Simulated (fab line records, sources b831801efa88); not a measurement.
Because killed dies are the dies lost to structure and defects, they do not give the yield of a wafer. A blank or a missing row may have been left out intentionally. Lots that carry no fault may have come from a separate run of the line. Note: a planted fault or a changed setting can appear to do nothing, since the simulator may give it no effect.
8D (eight disciplines) problem report, filled in by code    flow sky130    the parts of the form that need people (team, actions taken, sign-off) are left out

## 1. PROBLEM STATEMENT
Wafers without a fault read 494.8 W, standard deviation 2.7; rf fwd power W at SKY_METAL2_ETCH_18 reads a mean of 416.3 W on 6 wafers belonging to 2 lots. Relative to the usual mean, that is a shift of -29 standard deviations.
The step: etches BARC in N2/H2, stops on SiO2, time 45.9 s, target depth 60 nm.
First seen on wafer L694.2, day 40 10:47, on rie metal-01. Wafers with a number at this step in the record: 33, from 11 lots. Rule for "out", or "out of limits": more than 4 standard deviations from the usual mean. Any other wafer with a number is counted as sound.

## 2. WHAT IT IS; WHAT IT IS NOT
question                     is                      is not
which readings at this step  rf fwd power W          drypump motor current A, he backside leak sccm, throttle valve pct
which lots                   L694, L695              L677, L678, L679, L680, L682, L684, L686, L697, L698
which wafers of those lots   all that have a number  -
read on which tools          rie metal-01            rie metal-02, rie metal-03
when                         from day 40 10:47       up to then (21 sound wafers); but 6 sound wafers of L697, L698 came after

## 3. WHAT RULES OUT EACH SUSPECT
Counting: a tool at any process step up to the reading remains a suspect when it ran all the lots that are out and ran no sound lot after the first of those.
- rie metal-01 at SKY_METAL2_ETCH_18 (etches BARC in N2/H2, stops on SiO2, time 45.9 s, target depth 60 nm): kept. It processed each lot that is out, first L694 at day 40 10:47, and no sound lot thereafter; up to then, the last sound lot it processed was L678 at day 35 18:41. Its own rf fwd power W readings are out on those wafers.
Remaining after the count: rie metal-01 at SKY_METAL2_ETCH_18.

## 4. THE CAUSE (what the simulator had put in)
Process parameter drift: rie metal-01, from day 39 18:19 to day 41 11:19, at SKY_METAL2_ETCH_18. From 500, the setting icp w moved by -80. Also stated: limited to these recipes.
Only this tool survived the counting.

## 5. SEQUENCE OF EFFECTS, ordered by route
Each row: a reading where the mean over the struck wafers with a number is more than 3 standard deviations away from the usual. Only readings whose record carries a usual standard deviation are examined. hours: median over the lots of the time between each lot's start at the first step of this table that gives one and its start at this step. sigmas: the change, counted in usual standard deviations.
hours  step                reading         usual    on struck wafers  change  sigmas
0      SKY_METAL2_ETCH_18  rf fwd power W  494.8 W  416.3             -78.5   -29
Here are the process steps it includes:
- SKY_METAL2_ETCH_18: etches BARC in N2/H2, stops on SiO2, time 45.9 s, target depth 60 nm.

## 6. HOW IT WOULD HAVE BEEN CAUGHT EARLIER
In this record no reading fell out of limits until day 40 10:47, 16 hours after the fault had begun at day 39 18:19.
